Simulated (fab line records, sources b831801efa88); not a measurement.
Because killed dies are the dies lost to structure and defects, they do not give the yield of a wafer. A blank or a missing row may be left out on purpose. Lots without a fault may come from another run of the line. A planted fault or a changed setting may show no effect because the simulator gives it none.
fab line records	flow sky130
record: lots: 10	wafers: 30	lastDay: 51
route steps=708 shown VIA2@528 METAL4@630 VIA4@651 METAL5@665
lots with no fault: from the same line, run without faults
startH: the number of hours between the record's first day and the start of the first shown wafer of the lot	waitH: how many hours have passed since the lot's step before this one	" unchanged from the row above	L1.1+2: one row covering several wafers at once	- no value present, or no start provided	* or withheld: withheld	< > ~ a bound
route shown NAME@n: NAME is a module with steps in the file, n the number in the route of the first one	usual: mean/standard deviation taken from wafers without a fault	same: alike in all rows	chamber/n: place in a boat	sites: readings site by site	_std_site: standard deviation of those values	_edge_site: inner sites' mean taken away from outer sites' mean	radiusMm: how far each site lies from the wafer's centre	mask NAME#n: copy n	behind: the most recent tool/chamber to have shaped the wafer	hold: why the lot was held/for how many hours/how that ended	device: the transistor (n, p or np) that didn't switch	end of line: at the end of the route, the tests of the same wafers	a step with no rows: only its recipe	killed: dies lost to structure and defects at the first sort, not the wafer's yield	map: shows each die of a wafer: x if killed, . if not, _ if none is there
set.NAME: the setting the step ran with; set.NAME@STEP: the setting that earlier step ran with	model.NAME: the simulator's own value behind a step, which no gauge read
one table for each step of the route and one row for each wafer, over a sample of lots
services: from which hour (startH, from the record's first day; less than 0 if before it) a tool's chamber was out of use, for how many hours, and why
== steps ==
step: SKY_VIA2_CVD_21
recipe: material: W	targetThkNm: 420	timeS: 126.4	tempC: 400	pressureTorr: 40
usual: heaterPowerW: 811/33	susceptorTempC: 400.02/0.23
lot.wafer	tool	chamber	startH	waitH	heaterPowerW	susceptorTempC
L986.1	cvdW-02	0	875.98	0.0	797	399.89
L986.4	"	0	"	"	807	399.93
L986.5	"	0	"	"	783	400.23
L987.1	cvdW-02	0	878.15	0.0	767	400.24
L987.4	"	1	"	"	749	400.05
L987.5	"	1	"	"	782	400.20
L988.1	cvdW-01	0	881.24	0.0	832	400.48
L988.4	"	1	"	"	870	400.00
L988.6	"	0	"	"	809	400.09
L994.1	cvdW-02	0	925.53	0.0	805	400.16
L994.3	"	1	"	"	773	400.05
L994.4	"	0	"	"	804	400.37
L997.1	cvdW-01	0	940.26	0.0	809	399.84
L997.5	"	0	"	"	818	399.96
L997.6	"	1	"	"	843	399.64
L999.1	cvdW-02	0	970.39	0.0	790	399.87
L999.4	"	0	"	"	816	400.10
L999.5	"	1	"	"	764	400.32
L104.1	cvdW-01	0	1014.98	0.0	831	400.22
L104.5	"	1	"	"	854	399.85
L104.6	"	0	"	"	819	399.87
L107.1	cvdW-01	1	1019.36	0.0	851	399.86
L107.2	"	0	"	"	808	399.92
L107.5	"	0	"	"	815	399.99
L106.2	cvdW-02	1	1020.23	0.0	867	422.37
L106.4	"	0	"	"	926	422.35
L106.6	"	1	"	"	870	422.26
L109.1	cvdW-02	0	1031.51	0.0	902	422.16
L109.4	"	0	"	"	917	422.37
L109.6	"	0	"	"	924	422.20
step: SKY_VIA2_RS_MEAS_22
recipe: thkMeasGauge: four-point-probe	reads: W_of_VIA2_CVD_21+TiN_of_VIA2_SPUTTER_20
usual: VIA2_W_RS: 0.272/0.0055
lot.wafer	tool	chamber	startH	waitH	VIA2_W_RS[ohm/sq]
L986.1	filmMetro-01	-	876.11	0.1	0.274
L986.4	"	-	"	"	0.280
L986.5	"	-	"	"	0.278
L987.1	filmMetro-02	-	878.28	0.1	0.283
L987.4	"	-	"	"	0.261
L987.5	"	-	"	"	0.262
L988.1	filmMetro-01	-	881.37	0.1	0.275
L988.4	"	-	"	"	0.275
L988.6	"	-	"	"	0.279
L994.1	filmMetro-03	-	925.66	0.1	0.282
L994.3	"	-	"	"	0.264
L994.4	"	-	"	"	0.279
L997.1	filmMetro-03	-	940.39	0.1	0.270
L997.5	"	-	"	"	0.271
L997.6	"	-	"	"	0.273
L999.1	filmMetro-02	-	970.52	0.1	0.278
L999.4	"	-	"	"	0.279
L999.5	"	-	"	"	0.263
L104.1	filmMetro-01	-	1015.11	0.1	0.272
L104.5	"	-	"	"	0.272
L104.6	"	-	"	"	0.270
L107.1	filmMetro-03	-	1019.49	0.1	0.272
L107.2	"	-	"	"	0.276
L107.5	"	-	"	"	0.274
L106.2	filmMetro-02	-	1020.38	0.1	0.180
L106.4	"	-	"	"	0.187
L106.6	"	-	"	"	0.179
L109.1	filmMetro-03	-	1031.77	0.2	0.187
L109.4	"	-	"	"	0.187
L109.6	"	-	"	"	0.188
step: SKY_VIA2_THK_MEAS_23
recipe: thkMeasGauge: xrf	reads: W_of_VIA2_CVD_21
usual: VIA2_W_THK: 408/9.1
lot.wafer	tool	chamber	startH	waitH	VIA2_W_THK[nm]
L986.1	filmMetro-01	-	876.23	0.1	401
L986.4	"	-	"	"	395
L986.5	"	-	"	"	396
L987.1	filmMetro-02	-	878.40	0.1	394
L987.4	"	-	"	"	427
L987.5	"	-	"	"	422
L988.1	filmMetro-01	-	881.49	0.1	401
L988.4	"	-	"	"	400
L988.6	"	-	"	"	394
L994.1	filmMetro-03	-	925.78	0.1	393
L994.3	"	-	"	"	418
L994.4	"	-	"	"	394
L997.1	filmMetro-03	-	940.51	0.1	409
L997.5	"	-	"	"	408
L997.6	"	-	"	"	402
L999.1	filmMetro-02	-	970.64	0.1	403
L999.4	"	-	"	"	403
L999.5	"	-	"	"	425
L104.1	filmMetro-01	-	1015.23	0.1	407
L104.5	"	-	"	"	403
L104.6	"	-	"	"	407
L107.1	filmMetro-03	-	1019.61	0.1	408
L107.2	"	-	"	"	401
L107.5	"	-	"	"	404
L106.2	filmMetro-02	-	1020.49	0.1	-
L106.4	"	-	"	"	-
L106.6	"	-	"	"	-
L109.1	filmMetro-03	-	1031.89	0.1	-
L109.4	"	-	"	"	-
L109.6	"	-	"	"	566
step: SKY_VIA2_CMP_24
recipe: stopOn: SiO2	tOverpolishS: 20	downForcePsi: 3.5	platenRpm: 60	targetThkNm: 0	padVelocityMS: 0.94248
usual: motorCurrentA: 11.9/1.5	timeToEndpointS: 102/4.8
lot.wafer	tool	chamber	startH	waitH	motorCurrentA	timeToEndpointS
L986.4	cmp-01	3	876.29	0.0	14.2	101
L986.1	"	2	"	"	12.6	102
L986.5	"	3	"	"	14.5	100
L987.4	cmp-02	2	878.46	0.0	12.0	103
L987.1	"	1	"	"	11.5	92
L987.5	"	3	"	"	10.2	107
L988.1	cmp-01	3	881.55	0.1	15.2	101
L988.4	"	0	"	"	11.7	103
L988.6	"	0	"	"	11.7	103
L994.4	cmp-02	2	925.89	0.1	12.4	93
L994.1	"	3	"	"	10.4	93
L994.3	"	0	"	"	9.6	106
L997.1	cmp-01	3	940.57	0.1	14.1	108
L997.6	"	3	"	"	14.7	107
L997.5	"	0	"	"	12.3	108
L999.4	cmp-02	1	970.70	0.0	12.3	93
L999.1	"	0	"	"	9.8	98
L999.5	"	2	"	"	12.2	100
L104.1	cmp-02	2	1015.29	0.1	12.6	97
L104.5	"	2	"	"	13.2	97
L104.6	"	3	"	"	10.5	103
L107.2	cmp-01	0	1019.67	0.0	12.2	102
L107.1	"	2	"	"	12.9	101
L107.5	"	0	"	"	11.7	108
L106.4	cmp-02	2	1020.68	0.2	12.1	142
L106.2	"	0	"	"	9.3	149
L106.6	"	2	"	"	12.3	144
L109.1	cmp-01	1	1031.95	0.1	12.4	150
L109.4	"	0	"	"	12.5	151
L109.6	"	1	"	"	11.1	151
step: SKY_METAL4_OVL_MEAS_14
usual: METAL4_OVL: 1/4.9
lot.wafer	tool	chamber	startH	waitH	METAL4_OVL[nm]
L986.1	overlay-01	-	1006.76	0.1	0
L986.4	"	-	"	"	0
L986.5	"	-	"	"	5
L987.1	overlay-02	-	1008.52	0.1	9
L987.4	"	-	"	"	4
L987.5	"	-	"	"	5
L988.1	overlay-01	-	1011.43	0.1	-9
L988.4	"	-	"	"	-2
L988.6	"	-	"	"	-8
L994.1	overlay-02	-	1051.28	0.1	0
L994.3	"	-	"	"	-3
L994.4	"	-	"	"	-5
L997.1	overlay-01	-	1063.67	0.1	-4
L997.5	"	-	"	"	1
L997.6	"	-	"	"	5
L999.1	overlay-02	-	1091.73	0.1	4
L999.4	"	-	"	"	10
L999.5	"	-	"	"	11
L104.1	overlay-02	-	1129.46	0.1	1
L104.5	"	-	"	"	0
L104.6	"	-	"	"	5
L107.1	overlay-01	-	1133.31	0.1	4
L107.2	"	-	"	"	-5
L107.5	"	-	"	"	0
L106.2	overlay-02	-	1135.62	0.1	8
L106.4	"	-	"	"	5
L106.6	"	-	"	"	13
L109.1	overlay-01	-	1145.16	0.1	4
L109.4	"	-	"	"	6
L109.6	"	-	"	"	1
step: SKY_VIA4_ETCH_12
recipe: target: SiO2	chemistry: C4F8/O2/Ar	stopOn: TiN	maskMaterial: NOVOLAK	sourceW: 1500	biasW: 1200	pressureMtorr: 40	c4f8FlowSccm: withheld	O2_flow_sccm: 6	Ar_flow_sccm: 300	timeS: withheld	targetDepthA: 5800
usual: oesProductAu: 0.926/0.0046	rfFwdPowerW: 1491/5.2
lot.wafer	tool	chamber	startH	waitH	oesProductAu	rfFwdPowerW
L986.1	rieDiel-02	2	1031.08	0.0	0.934	1495
L986.4	"	3	"	"	0.928	1487
L986.5	"	3	"	"	0.929	1488
L987.1	rieDiel-04	0	1033.33	0.0	0.921	1482
L987.4	"	2	"	"	0.924	1485
L987.5	"	1	"	"	0.924	1490
L988.1	rieDiel-03	2	1035.98	0.0	0.930	1486
L988.4	"	3	"	"	0.929	1484
L988.6	"	1	"	"	0.930	1504
L994.1	rieDiel-02	2	1075.13	0.0	0.924	1493
L994.3	"	3	"	"	0.932	1493
L994.4	"	1	"	"	0.929	1488
L997.1	rieDiel-04	1	1086.18	0.0	0.925	1491
L997.5	"	3	"	"	0.922	1497
L997.6	"	2	"	"	0.920	1478
L999.1	rieDiel-02	3	1113.88	0.0	0.924	1492
L999.4	"	1	"	"	0.920	1494
L999.5	"	3	"	"	0.926	1495
L104.1	rieDiel-04	0	1150.26	0.0	0.922	1493
L104.5	"	1	"	"	0.924	1493
L104.6	"	0	"	"	0.924	1489
L107.1	rieDiel-02	2	1153.28	0.0	0.937	1489
L107.2	"	3	"	"	0.923	1485
L107.5	"	0	"	"	0.926	1490
L106.2	rieDiel-02	3	1155.88	0.0	0.925	1491
L106.4	"	2	"	"	0.925	1494
L106.6	"	1	"	"	0.925	1498
L109.1	rieDiel-02	3	1165.41	0.0	0.925	1491
L109.4	"	2	"	"	0.928	1481
L109.6	"	0	"	"	0.919	1491
step: SKY_METAL5_SPUTTER_04
recipe: material: TiN	targetThkNm: 70	powerW: 6500	timeS: 58.3	chamberPressurePa: 0.4
usual: throttleValvePct: 29.7/0.77
lot.wafer	tool	chamber	startH	waitH	throttleValvePct
L986.1	pvdSputter-02	-	1032.56	0.0	30.4
L986.4	"	-	"	"	29.5
L986.5	"	-	"	"	29.3
L987.1	pvdSputter-04	-	1035.37	0.0	31.2
L987.4	"	-	"	"	29.5
L987.5	"	-	"	"	28.5
L988.1	pvdSputter-02	-	1037.60	0.0	29.4
L988.4	"	-	"	"	29.3
L988.6	"	-	"	"	30.7
L994.1	pvdSputter-02	-	1076.62	0.0	29.6
L994.3	"	-	"	"	29.4
L994.4	"	-	"	"	30.5
L997.1	pvdSputter-01	-	1087.72	0.0	28.8
L997.5	"	-	"	"	30.1
L997.6	"	-	"	"	28.7
L999.1	pvdSputter-01	-	1115.42	0.0	28.8
L999.4	"	-	"	"	30.1
L999.5	"	-	"	"	31.1
L104.1	pvdSputter-02	-	1151.75	0.0	29.6
L104.5	"	-	"	"	29.6
L104.6	"	-	"	"	29.6
L107.1	pvdSputter-02	-	1154.82	0.0	29.5
L107.2	"	-	"	"	29.8
L107.5	"	-	"	"	30.5
L106.2	pvdSputter-01	-	1157.53	0.0	28.8
L106.4	"	-	"	"	28.9
L106.6	"	-	"	"	30.1
L109.1	pvdSputter-01	-	1166.89	0.0	28.7
L109.4	"	-	"	"	28.4
L109.6	"	-	"	"	30.0
== services ==
tool	chamber	startH	hours	kind
rieDiel-04	0	864.53	2.7	repair
cmp-02	-	867.86	8.9	pm
cmp-01	-	874.09	0.3	repair
cmp-02	-	881.98	0.5	repair
cvdW-02	-	890.42	2.9	repair
cvdW-01	-	904.00	14.0	pm
cvdW-01	-	911.56	1.4	repair
cmp-02	-	912.00	4.0	pm
cmp-02	-	962.96	6.8	pm
cmp-01	-	969.76	14.7	pm
rieDiel-02	2	973.75	11.4	repair
pvdSputter-02	-	979.68	1.3	repair
cvdW-02	-	995.91	2.8	pm
rieDiel-02	2	1003.77	11.6	repair
cvdW-02	1	1030.10	10.0	repair
cmp-01	-	1042.16	0.9	repair
cmp-01	-	1046.11	2.8	pm
cmp-02	-	1074.13	1.3	repair
cmp-02	-	1080.81	2.9	repair
cmp-01	-	1084.11	4.0	pm
rieDiel-02	3	1089.13	14.8	repair
rieDiel-02	0	1117.77	1.5	repair
cmp-02	-	1163.34	3.0	repair
cmp-02	-	1163.99	5.5	repair
== key ==
firstSign: step: SKY_VIA2_CVD_21	reading: susceptorTempC	direction: up	sigmas: 97	usual: *	struck: *
effect: step: SKY_VIA2_CVD_21	reading: heaterPowerW	direction: up	sigmas: 2.8	usual: *	struck: *
effect: step: SKY_VIA2_RS_MEAS_22	reading: VIA2_W_RS	direction: down	sigmas: 16	usual: 0.272	struck: 0.185
effect: step: SKY_VIA2_THK_MEAS_23	reading: VIA2_W_THK	direction: missing
effect: step: SKY_VIA2_CMP_24	reading: timeToEndpointS	direction: up	sigmas: 9.4	usual: *	struck: *
metAt SKY_VIA2_CVD_21
struckLots L106,L109
notActingAt SKY_METAL4_OVL_MEAS_14,SKY_VIA4_ETCH_12,SKY_METAL5_SPUTTER_04
onsetBetween 970.39 1020.23
fault: kind: processParameterDrift	tool: cvdW-02	chamber: -	onsetH: 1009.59	steps: SKY_VIA2_CVD_21	channel: tempC	offset: *	shape: step	endH: 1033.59	actsIn: *	stated: *
